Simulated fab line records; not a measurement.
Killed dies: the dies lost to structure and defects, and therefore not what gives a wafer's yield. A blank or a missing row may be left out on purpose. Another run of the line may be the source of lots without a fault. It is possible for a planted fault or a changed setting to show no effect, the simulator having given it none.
Struck lot and sound lot, side by side -- flow sky130 -- 39 out of 708 route steps
Sound: the wafers L640.1, L640.3, L640.5. The struck wafers were L638.4, L638.5, L638.6. The cause comes at the end.
For every step that has rows: the tool of each side, followed by ch and its chambers, followed by its first start. Under that, the readings that differ: sound wafers -- struck wafers -- difference of the means -- sigmas: that difference in standard deviations of wafers without a fault.
alike: readings with means less than 2 such deviations apart, plus words and numbers identical on both sides. not compared: withheld readings, readings lacking a value on some wafer, bounds such as >300 that could conceal the same value, and numbers that have no deviation in the record and whose values overlap.
A row with sigmas, a row that says differs or no value, or rows on one side alone: a step with any of these is where the two part. Numbers that have no deviation but don't overlap get no sigmas and don't part them. A reading missing from all wafers of one side parts the sides only when that side holds two or more wafers.

first, 10 steps without rows for these wafers: SKY_VT_ADJUST_LVTN_HMDS_01 (prime time 60 s); SKY_VT_ADJUST_LVTN_COAT_02 (resist thk 3000 nm); SKY_VT_ADJUST_LVTN_SOFTBAKE_03; SKY_VT_ADJUST_LVTN_EXPOSE_04 (exposes mask NWM COMPLEMENT LESS NATIVE, target cd 840 nm); SKY_VT_ADJUST_LVTN_PEB_05; SKY_VT_ADJUST_LVTN_DEVELOP_06 (develop time 60 s); SKY_VT_ADJUST_LVTN_IMPLANT_08; SKY_VT_ADJUST_LVTN_STRIP_09 (strips in O2/N2); SKY_VT_ADJUST_LVTN_DEHYDRATE_11 (time 60 s); SKY_VT_ADJUST_LVTN_HMDS_12 (prime time 60 s).
SKY_VT_ADJUST_LVTN_COAT_13: resist thk 1140 nm.
  sound on litho-track-04 ch 0, day 9 19:50; struck on litho-track-03, day 9 07:41
  no value came back on the struck wafers for chill-plate-temp-C (C), dispense-pressure-kPa (kPa); on the sound wafers chill-plate-temp-C (C) reads 23.01 23.13 23.00
then, 4 steps without rows for these wafers: SKY_VT_ADJUST_LVTN_SOFTBAKE_14 (time 60 s); SKY_VT_ADJUST_LVTN_EXPOSE_15 (exposes mask HVN STD DERIVED, target cd 600 nm); SKY_VT_ADJUST_LVTN_PEB_16; SKY_VT_ADJUST_LVTN_DEVELOP_17 (develop time 60 s).
SKY_VT_ADJUST_LVTN_OVL_MEAS_18:
  sound on overlay-02 at day 10 07:14; struck on overlay-01 at day 9 18:25
reading,sound,struck,difference,sigmas
VT_ADJUST_LVTN_01_OVL (nm),1.2 -0.3 1.8,- - -,no value on the struck wafers,
then, 11 steps without rows for these wafers: SKY_VT_ADJUST_LVTN_IMPLANT_19; SKY_VT_ADJUST_LVTN_STRIP_20 (strips in O2/N2); SKY_VT_ADJUST_NCORE_DEHYDRATE_00 (time 60 s); SKY_VT_ADJUST_NCORE_HMDS_01 (prime time 60 s); SKY_VT_ADJUST_NCORE_COAT_02 (resist thk 1140 nm); SKY_VT_ADJUST_NCORE_SOFTBAKE_03 (time 60 s); SKY_VT_ADJUST_NCORE_EXPOSE_04 (exposes mask LVTN COMPLEMENT THIN, target cd 380 nm); SKY_VT_ADJUST_NCORE_PEB_05; SKY_VT_ADJUST_NCORE_DEVELOP_06 (develop time 60 s); SKY_VT_ADJUST_NCORE_IMPLANT_09; SKY_VT_ADJUST_NCORE_STRIP_10 (strips in O2/N2).
SKY_VT_ADJUST_NCORE_TW_MEAS_11:
  sound on film-metro-04 at day 11 06:43; struck on film-metro-01 at day 10 18:06
reading,sound,struck,difference,sigmas
VT_ADJUST_NCORE_TW,224.1 226.2 224.1,250.1 250.9 249.3,+25.3,+10
then, 7 steps without rows for these wafers: SKY_VT_ADJUST_HVTR_DEHYDRATE_00 (time 60 s); SKY_VT_ADJUST_HVTR_HMDS_01 (prime time 60 s); SKY_VT_ADJUST_HVTR_COAT_02 (resist thk 1140 nm); SKY_VT_ADJUST_HVTR_SOFTBAKE_03 (time 60 s); SKY_VT_ADJUST_HVTR_EXPOSE_04 (exposes mask HVTRM, target cd 380 nm); SKY_VT_ADJUST_HVTR_PEB_05; SKY_VT_ADJUST_HVTR_DEVELOP_06 (develop time 60 s).
SKY_VT_ADJUST_HVTR_TW_MEAS_11:
  sound on film-metro-01 at day 12 06:36; struck on film-metro-01 at day 11 18:10
reading,sound,struck,difference,sigmas
VT_ADJUST_HVTR_TW,209.2 210.5 210.5,243.8 241.9 243.2,+32.9,+17
SKY_VT_ADJUST_PCH_TW_MEAS_10:
  sound on film-metro-04 at day 13 08:01; struck on film-metro-03 at day 12 18:00
reading,sound,struck,difference,sigmas
VT_ADJUST_PCH_TW,144.8 145.1 144.8,202.3 201.9 202.0,+57.2,+27
SKY_SONOS_TUNNEL_TW_MEAS_12:
  sound on film-metro-03 at day 14 10:06; struck on film-metro-03 at day 13 19:45
reading,sound,struck,difference,sigmas
SONOS_TUNNEL_TW,192.4 191.5 191.8,227.7 228.6 228.9,+36.5,+14
-- here the record skips 34 days between the struck wafers' starts before and after, leaving off in module SONOS_TUNNEL and picking up in module PAD_OPEN (first step shown: number 708 of the route) --
SKY_PAD_OPEN_PROBE_99:
  sound on prober-02 at day 48 04:58; struck on prober-01 at day 47 17:51
reading,sound,struck,difference,sigmas
killed-at-front-end,14 18 18,431 430 425,+412,+96
killed-dies,78 86 102,492 492 492,+403,+42
killed-on-rim,14 24 23,96 96 96,+76,+20
model.etest.nfet_16v.r-on-ohm-um,1.413e+04 1.395e+04 1.396e+04,1.55e+04 1.553e+04 1.54e+04,+1.46e+03,
model.etest.res-pwde-under-gate.rs-ohm-sq,6149 6124 6201,5507 5555 5555,-619,
model.etest.pfet-g5v0d10v5.r-on-ohm-um,4712 4692 4668,4517 4467 4439,-216,
model.etest.tip-p.rs-ohm-sq,6729 6725 6709,6751 6801 6754,+48,
model.etest.tip-sonos.rs-ohm-sq,2671 2675 2672,2901 2849 2844,+192,
model.etest.tip_p_5v.rs-ohm-sq,2865 2856 2861,2819 2821 2809,-44,
model.etest.nfet_05v0_nvt.drive-ua-um,579 584.8 584.6,535.5 532.6 533.8,-48.8,
  alike: killed_at_M0_to_M3, killed_at_M4_up, killed-at-contacts, killed-at-other, killed-open, killed-short
  not compared: model.etest.sonos-uncharged.r-on-ohm-um

## WHERE THEY PART
At SKY_VT_ADJUST_LVTN_COAT_13 first; at SKY_PAD_OPEN_PROBE_99 last (within this record only).

WHY: what had been put in by the simulator
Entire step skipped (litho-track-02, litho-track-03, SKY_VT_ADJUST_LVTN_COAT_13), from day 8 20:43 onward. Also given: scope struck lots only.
